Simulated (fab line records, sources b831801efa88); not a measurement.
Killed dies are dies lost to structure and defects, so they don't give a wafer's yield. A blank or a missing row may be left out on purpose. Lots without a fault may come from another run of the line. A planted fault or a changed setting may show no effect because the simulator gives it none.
fab line records | flow gf180mcu
record lots=5 wafers=15 last_day=32
route steps=602 shown HV_LDD@215 NSD@235 PSD@248
lots that met no fault: from a run of the same line without faults
start_h: hours from the record's first day to the start of the lot's first wafer shown | wait_h: hours since the lot's step before | " the same as in the row above | L1.1+2: a row that stands for several wafers | - no value, or no start given | * or withheld: withheld | < > ~ a bound
route shown NAME@n: a module of which the file shows steps, and the number in the route of the first | usual: mean/standard deviation of fault-free wafers | same: alike in all rows | chamber/n: place in a boat | sites: the reading at each site | _std_site: their standard deviation | _edge_site: outer sites' mean less inner sites' | radius_mm: how far each site lies from the wafer's centre | mask NAME#n: copy n | behind: the tool/chamber that last shaped the wafer | hold: why the lot was held/for how many hours/how that ended | device: the transistor (n, p or np) that didn't switch | end of line: the same wafers' tests at the end of the route | a step without rows: its recipe alone | killed: dies lost to structure and defects at the first sort, not the wafer's yield | map: a wafer's dies, x killed, . not, _ none there
set.NAME: the setting as run; set.NAME@STEP: as run at that earlier step | model.NAME: the simulator's own value behind a step, which no gauge read
lots at some steps of the route; a table a step, a row a wafer
services: from which hour (start_h, from the record's first day; less than 0 if before it) a tool's chamber was out of use, for how many hours, and why
## steps
# step GF_HV_LDD_DEHYDRATE_39
# recipe temp_c=200 time_s=60
# usual resist_line_temp_C=23.02/0.11
# columns lot.wafer tool chamber start_h wait_h resist_line_temp_C
L077.2 litho_track-04 0 293.52 9.3 22.98
L077.3 " 0 " " 22.91
L077.4 " 0 " " 23.19
L078.1 litho_track-03 0 297.71 10.0 23.18
L078.2 " 0 " " 23.14
L078.5 " 0 " " 23.05
L081.3 litho_track-03 0 321.81 9.8 23.12
L081.5 " 0 " " 23.00
L081.6 " 0 " " 23.04
L083.2 litho_track-04 0 339.87 10.2 22.99
L083.4 " 0 " " 22.96
L083.5 " 0 " " 23.02
L088.1 litho_track-04 0 374.94 10.9 22.91
L088.4 " 0 " " 22.83
L088.5 " 0 " " 23.04
# step GF_HV_LDD_HMDS_40
# recipe prime_time_s=60 prime_temp_c=120
# usual resist_line_temp_C=23.01/0.1
# columns lot.wafer tool chamber start_h wait_h resist_line_temp_C
L077.2 litho_track-04 0 293.67 0.1 22.89
L077.3 " 0 " " 22.96
L077.4 " 0 " " 22.80
L078.1 litho_track-03 0 297.86 0.1 23.02
L078.2 " 0 " " 23.07
L078.5 " 0 " " 23.04
L081.3 litho_track-03 0 321.96 0.1 23.11
L081.5 " 0 " " 23.03
L081.6 " 0 " " 23.14
L083.2 litho_track-04 0 340.02 0.1 23.03
L083.4 " 0 " " 22.84
L083.5 " 0 " " 23.10
L088.1 litho_track-04 0 375.09 0.1 23.03
L088.4 " 0 " " 22.93
L088.5 " 0 " " 22.74
# step GF_HV_LDD_COAT_41
# recipe resist=NOVOLAK spin_rpm=3000 resist_thk_nm=1000
# usual dispense_pressure_kPa=51.6/2.6 resist_line_temp_C=22.97/0.12
# columns lot.wafer tool chamber start_h wait_h dispense_pressure_kPa resist_line_temp_C
L077.2 litho_track-04 0 293.82 0.1 54.0 22.93
L077.3 " 0 " " 54.0 22.97
L077.4 " 0 " " 54.1 23.03
L078.1 litho_track-03 0 298.01 0.1 48.5 23.00
L078.2 " 0 " " 48.5 23.09
L078.5 " 0 " " 48.5 22.89
L081.3 litho_track-03 0 322.11 0.1 48.5 22.81
L081.5 " 0 " " 48.4 22.96
L081.6 " 0 " " 48.5 22.96
L083.2 litho_track-04 0 340.17 0.1 54.1 22.91
L083.4 " 0 " " 54.0 22.95
L083.5 " 0 " " 54.0 22.88
L088.1 litho_track-04 0 375.24 0.1 54.0 23.06
L088.4 " 0 " " 54.0 22.70
L088.5 " 0 " " 54.0 23.11
# step GF_HV_LDD_SOFTBAKE_42
# recipe temp_c=90 time_s=60 resist=NOVOLAK
# usual resist_line_temp_C=23.01/0.09
# columns lot.wafer tool chamber start_h wait_h resist_line_temp_C
L077.2 litho_track-04 0 293.97 0.1 23.06
L077.3 " 0 " " 23.21
L077.4 " 0 " " 23.03
L078.1 litho_track-03 0 298.16 0.1 23.06
L078.2 " 0 " " 23.14
L078.5 " 0 " " 23.19
L081.3 litho_track-03 0 322.26 0.1 22.98
L081.5 " 0 " " 22.92
L081.6 " 0 " " 23.01
L083.2 litho_track-04 0 340.32 0.1 22.91
L083.4 " 0 " " 22.94
L083.5 " 0 " " 23.09
L088.1 litho_track-04 0 375.39 0.1 23.12
L088.4 " 0 " " 23.02
L088.5 " 0 " " 23.03
# step GF_HV_LDD_EXPOSE_43
# recipe mask_id=Pplus_HV_AREA target_cd_nm=400 na=0.6 source_shape=conventional sigma_outer=0.6 dose_mj=140
# same na=0.6 sigma_outer=0.6
# columns lot.wafer tool chamber start_h wait_h mask
L077.2+3+4 iline_stepper-02 0 - - Pplus_HV_AREA#0
L078.1+2+5 iline_stepper-02 0 - - Pplus_HV_AREA#0
L081.3+5+6 iline_stepper-02 0 - - Pplus_HV_AREA#0
L083.2+4+5 iline_stepper-01 0 - - Pplus_HV_AREA#0
L088.1+4+5 iline_stepper-02 0 - - Pplus_HV_AREA#0
# step GF_HV_LDD_PEB_44
# recipe temp_c=withheld time_s=* resist=NOVOLAK
# usual resist_line_temp_C=*
# columns lot.wafer tool chamber start_h wait_h resist_line_temp_C
L077.2 litho_track-04 0 - - *
L077.3 " 0 " " *
L077.4 " 0 " " *
L078.1 litho_track-04 0 - - *
L078.2 " 0 " " *
L078.5 " 0 " " *
L081.3 litho_track-02 0 - - *
L081.5 " 0 " " *
L081.6 " 0 " " *
L083.2 litho_track-04 0 - - *
L083.4 " 0 " " *
L083.5 " 0 " " *
L088.1 litho_track-02 0 - - *
L088.4 " 0 " " *
L088.5 " 0 " " *
# step GF_HV_LDD_DEVELOP_45
# recipe develop_time_s=60 dev_temp_c=23
# usual resist_line_temp_C=22.98/0.11
# columns lot.wafer tool chamber start_h wait_h resist_line_temp_C
L077.2 litho_track-04 0 303.87 0.1 22.99
L077.3 " 0 " " 23.08
L077.4 " 0 " " 22.98
L078.1 litho_track-04 0 307.79 0.1 22.96
L078.2 " 0 " " 23.02
L078.5 " 0 " " 22.85
L081.3 litho_track-02 0 332.50 0.1 23.07
L081.5 " 0 " " 22.83
L081.6 " 0 " " 22.96
L083.2 litho_track-04 0 350.97 0.1 23.07
L083.4 " 0 " " 22.92
L083.5 " 0 " " 22.95
L088.1 litho_track-02 0 387.00 0.1 22.86
L088.4 " 0 " " 23.11
L088.5 " 0 " " 23.04
# step GF_HV_LDD_CD_MEAS_46
# recipe target_cd_nm=400
# usual cd_nm=400.3/2.3
# columns lot.wafer tool chamber start_h wait_h cd_nm
L077.2 cd_sem-01 - 304.01 0.1 401.4
L077.3 " - " " 402.2
L077.4 " - " " 401.4
L078.1 cd_sem-02 - 307.94 0.1 399.3
L078.2 " - " " 399.9
L078.5 " - " " 402.0
L081.3 cd_sem-01 - 332.64 0.1 401.9
L081.5 " - " " 401.2
L081.6 " - " " 401.9
L083.2 cd_sem-02 - 351.11 0.1 399.9
L083.4 " - " " 401.7
L083.5 " - " " 398.1
L088.1 cd_sem-02 - 387.15 0.1 399.0
L088.4 " - " " 397.7
L088.5 " - " " 399.8
# step GF_HV_LDD_OVL_MEAS_47
# usual HV_LDD_03_OVL=0.6/1.5
# columns lot.wafer tool chamber start_h wait_h HV_LDD_03_OVL[nm]
L077.2 overlay-02 - 304.12 0.1 -0.9
L077.3 " - " " -0.6
L077.4 " - " " 1.2
L078.1 overlay-01 - 308.06 0.1 -0.5
L078.2 " - " " 1.6
L078.5 " - " " 0.3
L081.3 overlay-01 - 332.73 0.1 3.1
L081.5 " - " " 3.0
L081.6 " - " " 4.2
L083.2 overlay-01 - 351.22 0.1 -1.7
L083.4 " - " " -1.8
L083.5 " - " " -0.7
L088.1 overlay-02 - 387.27 0.1 -1.3
L088.4 " - " " -0.9
L088.5 " - " " -0.8
# step GF_HV_LDD_IMPLANT_48
# recipe species=B energy_kev=25 dose_cm2=3.046e+13 tilt_deg=7
# same implant_ion_amu=11
# columns lot.wafer tool chamber start_h wait_h
L077.2+3+4 implanter-04 0 304.17 0.0
L078.1+2+5 implanter-04 0 308.10 0.0
L081.3+5+6 implanter-02 0 332.81 0.1
L083.2+4+5 implanter-02 0 351.27 0.0
L088.1+4+5 implanter-02 0 387.31 0.0
# step GF_HV_LDD_STRIP_49
# recipe chemistry=O2/N2 power_w=1400 pressure_mtorr=1500 platen_temp_c=250 o2_flow_sccm=3000 n2_flow_sccm=300 overash_fraction=0.5
# usual drypump_motor_current_A=5.8/0.34 heater_power_w=337/58 oes_product_au=0.716/0.0043 strip_time_to_endpoint_s=12.63/0.036
# columns lot.wafer tool chamber start_h wait_h drypump_motor_current_A heater_power_w oes_product_au rf_hours_counter_h strip_time_to_endpoint_s
L077.2 plasma_asher-04 1 304.30 0.1 6.3 357 0.715 69 12.73
L077.3 " 1 " " 6.2 351 0.714 - 12.68
L077.4 " 0 " " 6.0 462 0.711 - 12.67
L078.1 plasma_asher-01 0 308.25 0.1 6.2 313 0.712 21 12.66
L078.2 " 1 " " 5.6 323 0.714 21 12.67
L078.5 " 1 " " 5.6 318 0.722 - 12.65
L081.3 plasma_asher-04 1 332.94 0.1 6.3 356 0.708 - 12.63
L081.5 " 1 " " 6.2 365 0.717 - 12.69
L081.6 " 0 " " 6.0 466 0.721 - 12.67
L083.2 plasma_asher-02 1 351.40 0.1 5.3 308 0.720 68 12.66
L083.4 " 0 " " 5.7 280 0.712 - 12.65
L083.5 " 1 " " 5.3 312 0.715 - 12.66
L088.1 plasma_asher-02 1 387.46 0.1 5.4 305 0.714 72 12.68
L088.4 " 1 " " 5.4 316 0.718 - 12.63
L088.5 " 1 " " 5.4 311 0.714 - 12.66
# step GF_HV_LDD_TW_MEAS_50
# usual HV_LDD_4_TW=572/4.3
# columns lot.wafer tool chamber start_h wait_h HV_LDD_4_TW
L077.2 film_metro-01 - 304.41 0.1 574
L077.3 " - " " 573
L077.4 " - " " 573
L078.1 film_metro-01 - 308.35 0.1 573
L078.2 " - " " 576
L078.5 " - " " 574
L081.3 film_metro-01 - 333.03 0.1 574
L081.5 " - " " 574
L081.6 " - " " 577
L083.2 film_metro-01 - 351.51 0.1 575
L083.4 " - " " 577
L083.5 " - " " 572
L088.1 film_metro-01 - 387.56 0.1 571
L088.4 " - " " 573
L088.5 " - " " 572
# step GF_HV_LDD_CLEAN_51
# recipe chemistry=SC1/SC2 mix=1:4:20 temp_c=70 time_s=150 dry=n2_spin
# columns lot.wafer tool chamber start_h wait_h
L077.2+3+4 wet_bench-02 3 304.46 0.0
L078.1+2+5 wet_bench-04 1 308.41 0.1
L081.3+5+6 wet_bench-02 0 333.07 0.0
L083.2+4+5 wet_bench-04 1 351.56 0.0
L088.1+4+5 wet_bench-04 1 387.62 0.1
# step GF_HV_LDD_RTA_52
# recipe temp_c=1000 time_s=10 ambient=N2
# usual lamp_power_pct=33.5/0.47 wafer_temp_C_max=1003.7/1.2
# columns lot.wafer tool chamber start_h wait_h lamp_power_pct wafer_temp_C_max
L077.2 rtp_anneal-02 0 304.52 0.0 33.9 1003.7
L077.3 " 0 " " 33.8 1004.4
L077.4 " 0 " " 33.8 1003.8
L078.1 rtp_anneal-01 0 308.46 0.0 32.8 1002.1
L078.2 " 0 " " 32.9 1001.6
L078.5 " 0 " " 32.8 1002.5
L081.3 rtp_anneal-01 0 333.14 0.0 32.9 1002.2
L081.5 " 0 " " 32.8 1002.7
L081.6 " 0 " " 32.9 1002.7
L083.2 rtp_anneal-01 0 351.62 0.0 32.9 1001.7
L083.4 " 0 " " 32.8 1001.8
L083.5 " 0 " " 32.9 1002.9
L088.1 rtp_anneal-02 0 387.67 0.0 33.8 1005.3
L088.4 " 0 " " 33.8 1005.3
L088.5 " 0 " " 33.9 1005.3
# step GF_HV_LDD_RS_MEAS_53
# recipe thk_meas_gauge=four-point-probe
# usual HV_LDD_RS=419.0/0.94
# columns lot.wafer tool chamber start_h wait_h HV_LDD_RS[ohm/sq]
L077.2 film_metro-02 - 304.60 0.1 418.7
L077.3 " - " " 420.3
L077.4 " - " " 418.4
L078.1 film_metro-01 - 308.52 0.1 419.8
L078.2 " - " " 419.7
L078.5 " - " " 419.6
L081.3 film_metro-01 - 333.22 0.1 419.8
L081.5 " - " " 420.5
L081.6 " - " " 420.4
L083.2 film_metro-03 - 351.70 0.1 417.5
L083.4 " - " " 418.7
L083.5 " - " " 416.9
L088.1 film_metro-01 - 387.73 0.1 419.9
L088.4 " - " " 420.0
L088.5 " - " " 420.6
# step GF_HV_LDD_CVD_54
# recipe material=SiO2 target_thk_nm=10 precursor=TEOS temp_c=680 time_s=75 pressure_mtorr=400
# usual zone_power_lower_pct=9.9/0.86
# columns lot.wafer tool chamber start_h wait_h zone_power_lower_pct
L077.2 lpcvd-01 1 304.70 0.1 10.8
L077.3 " 1 " " 11.1
L077.4 " 1 " " 11.0
L078.1 lpcvd-02 0 308.64 0.1 8.5
L078.2 " 0 " " 8.4
L078.5 " 0 " " 8.6
L081.3 lpcvd-02 0 333.30 0.1 8.6
L081.5 " 0 " " 8.5
L081.6 " 0 " " 8.7
L083.2 lpcvd-01 1 351.80 0.1 10.8
L083.4 " 1 " " 11.0
L083.5 " 1 " " 10.9
L088.1 lpcvd-01 0 387.85 0.1 10.3
L088.4 " 0 " " 10.2
L088.5 " 0 " " 10.3
# step GF_HV_LDD_THK_MEAS_55
# recipe reads=SiO2_of_HV_LDD_CVD_54
# usual HV_LDD_CVD_54_THK=10.00/0.15
# columns lot.wafer tool chamber start_h wait_h HV_LDD_CVD_54_THK[nm]
L077.2 film_metro-03 - 305.73 0.0 10.09
L077.3 " - " " 10.01
L077.4 " - " " 10.01
L078.1 film_metro-02 - 309.67 0.0 10.03
L078.2 " - " " 10.04
L078.5 " - " " 10.07
L081.3 film_metro-02 - 334.34 0.0 9.94
L081.5 " - " " 10.00
L081.6 " - " " 10.14
L083.2 film_metro-03 - 352.83 0.0 10.27
L083.4 " - " " 10.25
L083.5 " - " " 10.33
L088.1 film_metro-02 - 388.87 0.0 9.92
L088.4 " - " " 10.02
L088.5 " - " " 10.01
# step GF_HV_LDD_CVD_56
# recipe material=Si3N4 precursor=DCS/NH3 target_thk_nm=90 temp_c=770 time_s=1543 pressure_mtorr=250
# usual zone_power_lower_pct=12.7/0.98
# columns lot.wafer tool chamber start_h wait_h zone_power_lower_pct
L077.2 lpcvd-02 1 305.78 0.0 12.8
L077.3 " 1 " " 12.5
L077.4 " 1 " " 12.8
L078.1 lpcvd-02 0 309.73 0.1 10.7
L078.2 " 0 " " 10.7
L078.5 " 0 " " 10.9
L081.3 lpcvd-01 1 334.38 0.0 13.9
L081.5 " 1 " " 13.8
L081.6 " 1 " " 13.9
L083.2 lpcvd-02 1 353.56 0.7 12.5
L083.4 " 1 " " 12.8
L083.5 " 1 " " 12.6
L088.1 lpcvd-02 1 388.93 0.1 12.7
L088.4 " 1 " " 12.7
L088.5 " 1 " " 12.8
# step GF_HV_LDD_THK_MEAS_57
# recipe reads=Si3N4_of_HV_LDD_CVD_56
# usual HV_LDD_CVD_56_THK=89.7/0.74
# columns lot.wafer tool chamber start_h wait_h HV_LDD_CVD_56_THK[nm]
L077.2 film_metro-02 - 307.22 0.0 89.8
L077.3 " - " " 90.3
L077.4 " - " " 90.3
L078.1 film_metro-02 - 311.15 0.0 88.4
L078.2 " - " " 88.2
L078.5 " - " " 88.5
L081.3 film_metro-02 - 335.83 0.0 90.3
L081.5 " - " " 89.9
L081.6 " - " " 90.3
L083.2 film_metro-03 - 355.00 0.0 89.4
L083.4 " - " " 89.4
L083.5 " - " " 89.5
L088.1 film_metro-01 - 390.36 0.0 89.5
L088.4 " - " " 89.7
L088.5 " - " " 90.0
# step GF_HV_LDD_ETCHBACK_58
# recipe chemistry=CH3F/O2 target=Si3N4 stop_on=SiO2 source_w=400 bias_w=80 pressure_mtorr=25 ch3f_flow_sccm=40 O2_flow_sccm=30 time_s=100 target_depth_a=900
# usual ch3f_flow_sccm=40.00/0.12 drypump_motor_current_A=5.7/0.48 oes_product_au=0.842/0.006 throttle_valve_pct=10.560/0.0087
# columns lot.wafer tool chamber start_h wait_h ch3f_flow_sccm drypump_motor_current_A oes_product_au rf_hours_counter_h throttle_valve_pct
L077.2 rie_diel-02 0 307.27 0.0 39.78 5.0 0.844 0 10.572
L077.3 " 3 " " 39.92 6.0 0.839 72 10.561
L077.4 " 2 " " 40.02 5.0 0.849 33 10.552
L078.1 rie_diel-04 1 311.21 0.1 40.19 6.0 0.832 4 10.559
L078.2 " 2 " " 39.87 6.0 0.835 56 10.567
L078.5 " 3 " " 40.04 6.1 0.834 - 10.556
L081.3 rie_diel-04 3 335.87 0.0 40.00 6.1 0.849 64 10.566
L081.5 " 2 " " 40.02 6.0 0.845 - 10.557
L081.6 " 1 " " 40.12 6.0 0.850 - 10.572
L083.2 rie_diel-01 0 355.05 0.0 40.11 5.2 0.836 8 10.575
L083.4 " 3 " " 40.00 6.4 0.845 - 10.563
L083.5 " 2 " " 39.93 6.0 0.840 - 10.559
L088.1 rie_diel-01 2 390.42 0.1 40.06 6.0 0.837 13 10.550
L088.4 " 1 " " 39.96 5.2 0.838 1 10.568
L088.5 " 2 " " 39.84 6.0 0.851 - 10.554
# step GF_NSD_DEHYDRATE_00
# recipe temp_c=200 time_s=60
# usual resist_line_temp_C=23.02/0.1
# columns lot.wafer tool chamber start_h wait_h resist_line_temp_C
L077.2 litho_track-01 0 316.65 9.3 22.86
L077.3 " 0 " " 22.99
L077.4 " 0 " " 22.96
L078.1 litho_track-03 0 320.81 9.6 23.07
L078.2 " 0 " " 22.97
L078.5 " 0 " " 23.17
L081.3 litho_track-01 0 346.27 10.4 23.12
L081.5 " 0 " " 22.96
L081.6 " 0 " " 23.10
L083.2 litho_track-03 0 365.63 10.5 23.16
L083.4 " 0 " " 23.02
L083.5 " 0 " " 23.17
L088.1 litho_track-01 0 401.37 10.9 23.14
L088.4 " 0 " " 22.96
L088.5 " 0 " " 23.02
# step GF_NSD_HMDS_01
# recipe prime_time_s=60 prime_temp_c=120
# usual resist_line_temp_C=22.98/0.11
# columns lot.wafer tool chamber start_h wait_h resist_line_temp_C
L077.2 litho_track-01 0 316.80 0.1 23.13
L077.3 " 0 " " 23.01
L077.4 " 0 " " 22.90
L078.1 litho_track-03 0 320.96 0.1 23.12
L078.2 " 0 " " 22.75
L078.5 " 0 " " 22.95
L081.3 litho_track-01 0 346.42 0.1 23.12
L081.5 " 0 " " 23.19
L081.6 " 0 " " 23.06
L083.2 litho_track-03 0 365.78 0.1 22.92
L083.4 " 0 " " 22.86
L083.5 " 0 " " 22.91
L088.1 litho_track-01 0 401.52 0.1 23.07
L088.4 " 0 " " 23.01
L088.5 " 0 " " 22.99
# step GF_NSD_COAT_02
# recipe resist=NOVOLAK spin_rpm=3000 resist_thk_nm=1000
# usual dispense_pressure_kPa=50.0/2.8 resist_line_temp_C=22.99/0.1
# columns lot.wafer tool chamber start_h wait_h dispense_pressure_kPa resist_line_temp_C
L077.2 litho_track-01 0 316.95 0.1 46.6 22.84
L077.3 " 0 " " 46.6 22.75
L077.4 " 0 " " 46.6 22.86
L078.1 litho_track-03 0 321.11 0.1 48.4 22.91
L078.2 " 0 " " 48.4 23.10
L078.5 " 0 " " 48.5 23.04
L081.3 litho_track-01 0 346.57 0.1 46.6 23.06
L081.5 " 0 " " 46.6 22.96
L081.6 " 0 " " 46.6 23.01
L083.2 litho_track-03 0 365.93 0.1 48.5 22.98
L083.4 " 0 " " 48.5 22.85
L083.5 " 0 " " 48.5 23.04
L088.1 litho_track-01 0 401.67 0.1 46.6 23.02
L088.4 " 0 " " 46.7 23.01
L088.5 " 0 " " 46.6 22.92
# step GF_NSD_SOFTBAKE_03
# recipe temp_c=90 time_s=60 resist=NOVOLAK
# usual resist_line_temp_C=23.02/0.11
# columns lot.wafer tool chamber start_h wait_h resist_line_temp_C
L077.2 litho_track-01 0 317.10 0.1 23.11
L077.3 " 0 " " 23.02
L077.4 " 0 " " 23.10
L078.1 litho_track-03 0 321.26 0.1 23.03
L078.2 " 0 " " 23.01
L078.5 " 0 " " 23.08
L081.3 litho_track-01 0 346.72 0.1 23.00
L081.5 " 0 " " 23.08
L081.6 " 0 " " 22.98
L083.2 litho_track-03 0 366.08 0.1 23.06
L083.4 " 0 " " 23.03
L083.5 " 0 " " 22.94
L088.1 litho_track-01 0 401.82 0.1 23.02
L088.4 " 0 " " 22.95
L088.5 " 0 " " 22.99
# step GF_NSD_EXPOSE_04
# recipe mask_id=Nplus target_cd_nm=400 na=0.6 source_shape=conventional sigma_outer=0.6 dose_mj=140
# same na=0.6 sigma_outer=0.6
# columns lot.wafer tool chamber start_h wait_h mask
L077.2+3+4 iline_stepper-02 0 - - Nplus#0
L078.1+2+5 iline_stepper-02 0 - - Nplus#0
L081.3+5+6 iline_stepper-01 0 - - Nplus#0
L083.2+4+5 iline_stepper-01 0 - - Nplus#0
L088.1+4+5 iline_stepper-01 0 - - Nplus#0
# step GF_NSD_PEB_05
# recipe temp_c=withheld time_s=* resist=NOVOLAK
# usual resist_line_temp_C=*
# columns lot.wafer tool chamber start_h wait_h resist_line_temp_C
L077.2 litho_track-01 0 - - *
L077.3 " 0 " " *
L077.4 " 0 " " *
L078.1 litho_track-01 0 - - *
L078.2 " 0 " " *
L078.5 " 0 " " *
L081.3 litho_track-01 0 - - *
L081.5 " 0 " " *
L081.6 " 0 " " *
L083.2 litho_track-02 0 - - *
L083.4 " 0 " " *
L083.5 " 0 " " *
L088.1 litho_track-01 0 - - *
L088.4 " 0 " " *
L088.5 " 0 " " *
# step GF_NSD_DEVELOP_06
# recipe develop_time_s=60 dev_temp_c=23
# usual resist_line_temp_C=22.99/0.11
# columns lot.wafer tool chamber start_h wait_h resist_line_temp_C
L077.2 litho_track-01 0 327.50 0.1 23.02
L077.3 " 0 " " 23.02
L077.4 " 0 " " 22.99
L078.1 litho_track-01 0 331.82 0.1 22.96
L078.2 " 0 " " 22.94
L078.5 " 0 " " 23.02
L081.3 litho_track-01 0 357.17 0.1 22.86
L081.5 " 0 " " 22.85
L081.6 " 0 " " 22.78
L083.2 litho_track-02 0 377.52 0.1 23.09
L083.4 " 0 " " 23.15
L083.5 " 0 " " 23.11
L088.1 litho_track-01 0 413.77 0.1 23.07
L088.4 " 0 " " 23.12
L088.5 " 0 " " 23.10
# step GF_NSD_CD_MEAS_07
# recipe target_cd_nm=400
# usual cd_nm=400.4/2.6
# columns lot.wafer tool chamber start_h wait_h cd_nm
L077.2 cd_sem-01 - 327.64 0.1 396.4
L077.3 " - " " 398.4
L077.4 " - " " 397.1
L078.1 cd_sem-01 - 331.97 0.1 402.1
L078.2 " - " " 400.5
L078.5 " - " " 401.2
L081.3 cd_sem-02 - 357.31 0.1 402.7
L081.5 " - " " 402.4
L081.6 " - " " 399.9
L083.2 cd_sem-02 - 377.67 0.1 398.6
L083.4 " - " " 399.4
L083.5 " - " " 400.7
L088.1 cd_sem-02 - 413.92 0.1 402.4
L088.4 " - " " 400.4
L088.5 " - " " 400.7
# step GF_NSD_OVL_MEAS_08
# usual NSD_OVL=1.9/1.6
# columns lot.wafer tool chamber start_h wait_h NSD_OVL[nm]
L077.2 overlay-02 - 327.75 0.1 1.7
L077.3 " - " " 2.0
L077.4 " - " " 0.7
L078.1 overlay-02 - 332.09 0.1 0.4
L078.2 " - " " 1.9
L078.5 " - " " 0.9
L081.3 overlay-02 - 357.40 0.1 3.8
L081.5 " - " " 4.1
L081.6 " - " " 3.8
L083.2 overlay-02 - 377.78 0.1 -0.7
L083.4 " - " " -2.2
L083.5 " - " " 0.1
L088.1 overlay-01 - 414.04 0.1 0.8
L088.4 " - " " 2.5
L088.5 " - " " 0.7
# step GF_NSD_IMPLANT_09
# recipe species=As energy_kev=60 dose_cm2=4e+15 tilt_deg=7
# same implant_ion_amu=75
# columns lot.wafer tool chamber start_h wait_h
L077.2+3+4 implanter-01 0 327.80 0.0
L078.1+2+5 implanter-02 0 332.13 0.0
L081.3+5+6 implanter-01 0 357.48 0.1
L083.2+4+5 implanter-04 0 377.83 0.0
L088.1+4+5 implanter-01 0 414.08 0.0
# step GF_NSD_IMPLANT_10
# recipe species=P energy_kev=39.43 dose_cm2=5e+14 tilt_deg=7
# same implant_ion_amu=31
# columns lot.wafer tool chamber start_h wait_h
L077.2+3+4 implanter-01 0 327.95 0.1
L078.1+2+5 implanter-02 0 332.28 0.1
L081.3+5+6 implanter-01 0 357.63 0.1
L083.2+4+5 implanter-04 0 377.98 0.1
L088.1+4+5 implanter-01 0 414.23 0.1
# step GF_NSD_STRIP_11
# recipe chemistry=O2/N2 power_w=1400 pressure_mtorr=1500 platen_temp_c=250 o2_flow_sccm=3000 n2_flow_sccm=300 overash_fraction=0.5
# usual drypump_motor_current_A=6.1/0.3 heater_power_w=345/56 oes_product_au=0.487/0.0043 strip_time_to_endpoint_s=22.93/0.034
# columns lot.wafer tool chamber start_h wait_h drypump_motor_current_A heater_power_w oes_product_au rf_hours_counter_h strip_time_to_endpoint_s
L077.2 plasma_asher-01 1 328.08 0.1 5.6 327 0.485 23 22.92
L077.3 " 0 " " 6.3 319 0.483 - 22.92
L077.4 " 1 " " 5.6 318 0.489 - 22.95
L078.1 plasma_asher-01 0 332.43 0.1 6.3 325 0.491 23 22.96
L078.2 " 1 " " 5.6 319 0.495 23 22.91
L078.5 " 1 " " 5.6 321 0.491 - 23.00
L081.3 plasma_asher-04 1 357.76 0.1 6.2 353 0.491 - 22.97
L081.5 " 1 " " 6.3 362 0.494 - 22.95
L081.6 " 0 " " 6.0 470 0.495 - 22.94
L083.2 plasma_asher-04 1 378.11 0.1 6.3 349 0.487 77 22.96
L083.4 " 1 " " 6.3 357 0.482 - 22.90
L083.5 " 0 " " 6.0 461 0.482 - 22.97
L088.1 plasma_asher-01 1 414.38 0.1 5.6 323 0.479 32 22.92
L088.4 " 0 " " 6.3 307 0.482 - 22.90
L088.5 " 0 " " 6.3 322 0.484 - 22.92
# step GF_NSD_TW_MEAS_12
# usual NSD_TW=4231/26
# columns lot.wafer tool chamber start_h wait_h NSD_TW
L077.2 film_metro-01 - 328.19 0.1 4241
L077.3 " - " " 4243
L077.4 " - " " 4231
L078.1 film_metro-04 - 332.53 0.1 4240
L078.2 " - " " 4226
L078.5 " - " " 4234
L081.3 film_metro-01 - 357.85 0.1 4273
L081.5 " - " " 4265
L081.6 " - " " 4264
L083.2 film_metro-01 - 378.22 0.1 4252
L083.4 " - " " 4242
L083.5 " - " " 4237
L088.1 film_metro-03 - 414.48 0.1 4201
L088.4 " - " " 4193
L088.5 " - " " 4192
# step GF_PSD_DEHYDRATE_00
# recipe temp_c=200 time_s=60
# usual resist_line_temp_C=22.99/0.11
# columns lot.wafer tool chamber start_h wait_h resist_line_temp_C
L077.2 litho_track-02 0 338.13 9.9 23.07
L077.3 " 0 " " 23.07
L077.4 " 0 " " 23.00
L078.1 litho_track-01 0 342.62 10.1 23.08
L078.2 " 0 " " 22.97
L078.5 " 0 " " 23.06
L081.3 litho_track-02 0 368.20 10.3 22.91
L081.5 " 0 " " 22.99
L081.6 " 0 " " 23.07
L083.2 litho_track-01 0 388.90 10.7 23.03
L083.4 " 0 " " 22.77
L083.5 " 0 " " 22.78
L088.1 litho_track-01 0 425.77 11.3 23.00
L088.4 " 0 " " 22.86
L088.5 " 0 " " 22.83
# step GF_PSD_HMDS_01
# recipe prime_time_s=60 prime_temp_c=120
# usual resist_line_temp_C=22.99/0.11
# columns lot.wafer tool chamber start_h wait_h resist_line_temp_C
L077.2 litho_track-02 0 338.28 0.1 23.08
L077.3 " 0 " " 23.12
L077.4 " 0 " " 23.01
L078.1 litho_track-01 0 342.77 0.1 22.91
L078.2 " 0 " " 23.12
L078.5 " 0 " " 23.08
L081.3 litho_track-02 0 368.35 0.1 22.99
L081.5 " 0 " " 22.82
L081.6 " 0 " " 22.79
L083.2 litho_track-01 0 389.05 0.1 23.12
L083.4 " 0 " " 23.05
L083.5 " 0 " " 22.97
L088.1 litho_track-01 0 425.92 0.1 22.80
L088.4 " 0 " " 22.82
L088.5 " 0 " " 22.92
# step GF_PSD_COAT_02
# recipe resist=NOVOLAK spin_rpm=3000 resist_thk_nm=1000
# usual dispense_pressure_kPa=50/3.4 resist_line_temp_C=22.99/0.094
# columns lot.wafer tool chamber start_h wait_h dispense_pressure_kPa resist_line_temp_C
L077.2 litho_track-02 0 338.43 0.1 53 22.94
L077.3 " 0 " " 53 22.94
L077.4 " 0 " " 53 23.08
L078.1 litho_track-01 0 342.92 0.1 47 23.07
L078.2 " 0 " " 47 22.95
L078.5 " 0 " " 47 22.95
L081.3 litho_track-02 0 368.50 0.1 53 22.98
L081.5 " 0 " " 53 22.92
L081.6 " 0 " " 53 23.07
L083.2 litho_track-01 0 389.20 0.1 47 22.82
L083.4 " 0 " " 47 22.89
L083.5 " 0 " " 47 22.95
L088.1 litho_track-01 0 426.07 0.1 47 22.98
L088.4 " 0 " " 47 22.87
L088.5 " 0 " " 47 22.98
## services
# columns tool chamber start_h hours kind
implanter-04 - 282.11 2.2 repair
rie_diel-01 3 295.15 13.3 repair
rie_diel-04 0 298.03 2.6 repair
plasma_asher-02 - 302.34 3.7 repair
iline_stepper-01 - 317.01 7.4 repair
rie_diel-01 - 322.66 0.4 repair
implanter-02 - 324.77 5.6 repair
rie_diel-01 2 332.60 7.4 repair
iline_stepper-01 - 332.68 1.7 pm
rie_diel-01 3 340.97 2.7 repair
implanter-02 - 344.01 0.8 repair
implanter-02 - 352.38 1.4 repair
rie_diel-01 2 361.01 3.9 repair
plasma_asher-01 - 382.31 1.6 repair
rie_diel-04 2 386.33 3.2 repair
plasma_asher-04 - 388.44 21.9 repair
iline_stepper-01 - 388.58 4.9 repair
rie_diel-04 0 389.71 4.8 repair
iline_stepper-02 - 391.39 5.7 repair
lpcvd-01 - 391.83 2.8 pm
implanter-02 - 398.45 0.6 repair
implanter-01 - 398.77 5.6 pm
iline_stepper-02 - 399.24 1.7 pm
plasma_asher-02 - 421.25 9.0 pm
## key
fault none
